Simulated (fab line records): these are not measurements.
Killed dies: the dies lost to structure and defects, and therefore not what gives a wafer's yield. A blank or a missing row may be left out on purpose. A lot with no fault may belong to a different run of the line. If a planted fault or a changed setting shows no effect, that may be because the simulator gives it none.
Chamber matching ; flow gf180mcu ; 3 sister chambers for GF_V4_CVD_00 on hdpcvd-01
The step deposits SiO2, target thk 600 nm, time 100 s. 20 wafers are shown with their chamber, then 10 later ones without.

== WAFERS PAIRED WITH THEIR CHAMBERS ==
wafer;chamber;susceptor temp C (C)
L356.1;0;399.57
L356.5;0;399.96
L356.6;1;400.19
L358.1;0;400.17
L358.4;1;399.91
L358.5;0;400.23
L359.2;2;400.37
L359.3;1;400.09
L359.4;2;400.46
L360.1;1;399.87
L360.2;2;399.75
L360.3;0;400.17
L361.2;0;399.95
L361.3;1;400.28
L361.4;0;399.98
L362.3;1;399.78
L362.4;2;399.46
L362.5;1;399.76
L363.1;0;399.76
L363.2;1;400.09

SIGNATURES, as means of the wafers listed above
reading;chamber 0;chamber 1;chamber 2;scatter within a chamber
susceptor temp C;399.9737;399.9962;400.0100;0.278
Rule: distance of a wafer from a chamber = root of the sum over the readings of ((wafer's reading minus chamber's mean) / reading's scatter) squared. The wafer belongs to the nearest chamber; if the next one is less than 2 further off, it can't be placed. The scatter: the root of (the sum of the squares of (reading less its chamber's mean) over the shown wafers, divided by (wafers less chambers)).

== WAFERS WITHOUT THEIR CHAMBER ==
wafer;susceptor temp C (C)
L363.4;399.90
L365.1;399.81
L365.4;399.99
L365.5;400.13
L367.2;400.12
L367.4;399.96
L367.5;399.67
L369.1;400.51
L369.3;399.87
L369.4;399.99

== EACH ONE'S CHAMBER ==
wafer;from the rows above;in truth
L363.4;can't be placed: 0 or 1 or 2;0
L365.1;can't be placed: 0 or 1 or 2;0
L365.4;can't be placed: 1 or 0 or 2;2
L365.5;can't be placed: 2 or 1 or 0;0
L367.2;can't be placed: 2 or 1 or 0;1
L367.4;can't be placed: 0 or 1 or 2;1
L367.5;can't be placed: 0 or 1 or 2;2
L369.1;can't be placed: 2 or 1 or 0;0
L369.3;can't be placed: 0 or 1 or 2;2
L369.4;can't be placed: 1 or 0 or 2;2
Correctly placed: 0 of 10. Not placeable from these rows: 10 (in 10, the candidates include the true chamber). Wrongly placed: 0.
